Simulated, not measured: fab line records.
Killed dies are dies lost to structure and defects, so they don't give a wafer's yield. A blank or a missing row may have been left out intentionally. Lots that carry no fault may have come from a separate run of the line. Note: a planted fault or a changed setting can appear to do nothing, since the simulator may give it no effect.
Split-lot experiment + flow gf180mcu + on a route of 602 steps: 5 lots, 23 wafers read

== ON THE SPLIT ==
At GF_POLY_GATE_OXIDATION_16 (stabilise 600 s, purge 300 s, target thk 4 nm), the setting temp c was moved away from the recipe's 850 C on 10 of the 23 wafers read, by -0.5% to +0.8%. For the rest of the wafers, this setting stayed at what the recipe calls for.

== FROM THE SPLIT TO THE READING: what the file shows between them, 11 steps ==
- GF_HV_LDD_IMPLANT_09 (also split here: energy kev)
- GF_HV_LDD_STRIP_10: strips in O2/N2
- GF_HV_LDD_TW_MEAS_11
- GF_HV_LDD_EXPOSE_28: exposes mask Nplus HV AREA, target cd 400 nm (also split here: dose mj)
- GF_HV_LDD_PEB_29
- GF_HV_LDD_DEVELOP_30: develop time 60 s
- GF_HV_LDD_CD_MEAS_31: target cd 400 nm
- GF_HV_LDD_COAT_41: resist thk 1000 nm (also split here: resist thk nm)
- GF_HV_LDD_IMPLANT_48 (also split here: dose cm2)
- GF_HV_LDD_STRIP_49: strips in O2/N2
- GF_HV_LDD_TW_MEAS_50

== THE READING ==
SiO2_of_POLY_GATE_OXIDATION_16.thk nm (the simulator's own value, which no gauge read), in nm, at GF_HV_LDD_CLEAN_51 (cleans in SC1/SC2, time 150 s). No usual value for it is given in the file. Here, 13 wafers ran the recipe; their average is 3.612 nm with a standard deviation of 0.041 nm.

| wafer  | tool, chamber at the split | temp c as run, C | against the recipe | SiO2_of_POLY_GATE_OXIDATION_16.thk nm, nm | against lot-mates on the recipe |
|--------|----------------------------|------------------|--------------------|-------------------------------------------|---------------------------------|
| L074.3 | furnace-02, 0              | 850              | recipe             | 3.571                                     | -                               |
| L074.4 | furnace-02, 0              | 850              | recipe             | 3.668                                     | -                               |
| L074.5 | furnace-02, 0              | 850              | recipe             | 3.619                                     | -                               |
| L079.1 | -, -                       | 850              | recipe             | 3.603                                     | -                               |
| L079.3 | -, -                       | 850              | recipe             | 3.599                                     | -                               |
| L079.4 | -, -                       | 850              | recipe             | 3.578                                     | -                               |
| L079.5 | -, -                       | 850              | recipe             | 3.657                                     | -                               |
| L079.6 | -, -                       | 850              | recipe             | 3.54                                      | -                               |
| L080.1 | -, -                       | 850              | recipe             | 3.652                                     | -                               |
| L080.2 | -, -                       | 850              | recipe             | 3.675                                     | -                               |
| L080.3 | -, -                       | 850              | recipe             | 3.636                                     | -                               |
| L080.5 | -, -                       | 850              | recipe             | 3.593                                     | -                               |
| L080.6 | -, -                       | 850              | recipe             | 3.564                                     | -                               |
| L081.1 | -, -                       | 845.6            | -0.5%              | 3.343                                     | no lot-mate on the recipe       |
| L081.3 | -, -                       | 845.6            | -0.5%              | 3.427                                     | no lot-mate on the recipe       |
| L081.4 | -, -                       | 845.6            | -0.5%              | 3.333                                     | no lot-mate on the recipe       |
| L081.5 | -, -                       | 845.6            | -0.5%              | 3.356                                     | no lot-mate on the recipe       |
| L081.6 | -, -                       | 845.6            | -0.5%              | 3.395                                     | no lot-mate on the recipe       |
| L082.2 | -, -                       | 856.5            | +0.8%              | 3.964                                     | no lot-mate on the recipe       |
| L082.3 | -, -                       | 856.5            | +0.8%              | 3.988                                     | no lot-mate on the recipe       |
| L082.4 | -, -                       | 856.5            | +0.8%              | 4.004                                     | no lot-mate on the recipe       |
| L082.5 | -, -                       | 856.5            | +0.8%              | 3.885                                     | no lot-mate on the recipe       |
| L082.6 | -, -                       | 856.5            | +0.8%              | 4.011                                     | no lot-mate on the recipe       |

FIT RESULTS
A straight line over all 23 wafers: SiO2_of_POLY_GATE_OXIDATION_16.thk nm changes by +0.468 nm for each +1% of temp c; r = +0.98; the points scatter about the line by 0.043 nm.
Too few moved wafers with a lot-mate on the recipe to fit a line net of each lot's own level.

== FILE'S OWN FIT ==
SiO2_of_POLY_GATE_OXIDATION_16.thk nm changes by +0.468 nm for each +1% of temp c, r = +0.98.
